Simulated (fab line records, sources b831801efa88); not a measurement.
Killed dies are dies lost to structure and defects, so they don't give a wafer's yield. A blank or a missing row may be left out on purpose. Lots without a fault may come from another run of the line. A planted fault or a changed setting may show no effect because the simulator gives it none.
A struck lot beside a sound one | flow sky130 | 18 steps out of a route of 708
Sound: wafers L615.3, L615.4, L615.6. Struck: wafers L620.3, L620.5, L620.6. The cause comes at the end.
At each step with rows: each side's tool, then ch and its chambers, then its first start. Under that, the readings that differ: sound wafers | struck wafers | difference of the means | sigmas: that difference in standard deviations of wafers without a fault.
alike: readings whose means differ by less than 2 such deviations, and words and numbers that are the same on both sides. not compared: withheld readings, readings that some wafer has no value for, bounds like >300 that may hide the same value, and numbers for which the record gives no deviation and whose values overlap.
The two part at a step that has a row with sigmas, a row that says differs or no value, or rows on one side only. Numbers that don't overlap but have no deviation are shown without sigmas and don't part them. A reading that every wafer of one side lacks parts them only if that side has two wafers or more.

first, 2 steps without rows for these wafers: SKY_NWELL_PEB_08; SKY_NWELL_DEVELOP_09 (develop time 60 s).
SKY_NWELL_OVL_MEAS_10:
  sound on overlay-02, day 5 13:34; struck on overlay-01, day 6 17:46
  reading           | sound       | struck         | difference | sigmas
  NWELL_00_OVL (nm) | 0.3 0.8 2.8 | -1.5 -2.1 -2.3 | -3.3       | -2
then, 3 steps without rows for these wafers: SKY_NWELL_IMPLANT_11; SKY_NWELL_IMPLANT_12; SKY_NWELL_IMPLANT_13.
SKY_NWELL_STRIP_14: strips in O2/N2.
  sound on plasma_asher-04 ch 0,1, day 5 14:04; struck on plasma_asher-01 ch 0,1, day 6 18:17
  alike: drypump_motor_current_A, n2_flow_sccm, oes_product_au, strip_time_to_endpoint_s
  not compared: rf_hours_counter_h
SKY_NWELL_TW_MEAS_15:
  sound on film_metro-03, day 5 14:10; struck on film_metro-03, day 6 18:22
  alike: NWELL_TW
then, 4 steps without rows for these wafers: SKY_NWELL_DEHYDRATE_16 (time 60 s); SKY_NWELL_HMDS_17 (prime time 60 s); SKY_NWELL_COAT_18 (resist thk 3000 nm); SKY_NWELL_SOFTBAKE_19.
SKY_NWELL_EXPOSE_20: exposes mask NWM COMPLEMENT, target cd 840 nm.
  sound on iline_stepper-02 ch 0, day 5 23:39; struck on iline_stepper-01 ch 0, day 7 04:04
  reading                       | sound                   | struck               | difference | sigmas
  model.NWELL.overlay_x_nm (nm) | -0.1118 -0.1118 -0.1118 | -95.55 -95.55 -95.55 | -95.44     |
  alike: mask
then, 2 steps without rows for these wafers: SKY_NWELL_PEB_21; SKY_NWELL_DEVELOP_22 (develop time 60 s).
SKY_NWELL_OVL_MEAS_23:
  sound on overlay-02, day 6 08:01; struck on overlay-01, day 7 13:55
  reading           | sound         | struck            | difference | sigmas
  NWELL_01_OVL (nm) | -0.7 -1.4 1.7 | -95.2 -94.4 -96.6 | -95.3      | -68
then, 1 step without rows for these wafers: SKY_NWELL_IMPLANT_24.
-- the record jumps here: 41 days lie between the struck wafers' starts before and after (it left off in module NWELL and takes up again in module PAD_OPEN, whose first step shown is number 708 of the route) --
SKY_PAD_OPEN_PROBE_99:
  sound on prober-02, day 47 01:49; struck on prober-01, day 48 13:40
  reading                          | sound                         | struck                        | difference | sigmas
  model.etest.pfet_16v.r_on_ohm_um | 1.511e+04 1.512e+04 1.523e+04 | 1.449e+04 1.422e+04 1.387e+04 | -9.600e+02 |
  model.etest.nfet_16v.r_on_ohm_um | 1.393e+04 1.395e+04 1.412e+04 | 1.358e+04 1.335e+04 1.349e+04 | -5.267e+02 |
  model.etest.pfet_16v.drive_ua_um | 242 243.6 240.9               | 266.1 269.7 267.9             | +25.7      |
  alike: killed_at_M0_to_M3, killed_at_M4_up, killed_at_contacts, killed_at_front_end, killed_at_other, killed_dies, killed_open, killed_short
  not compared: model.etest.nfet_16v.drive_ua_um

WHERE THEY PART
First at SKY_NWELL_OVL_MEAS_10; last, within this record, at SKY_NWELL_OVL_MEAS_23. Later steps at which nothing parts them and some readings are alike: SKY_PAD_OPEN_PROBE_99.

WHY: what the simulator had put in
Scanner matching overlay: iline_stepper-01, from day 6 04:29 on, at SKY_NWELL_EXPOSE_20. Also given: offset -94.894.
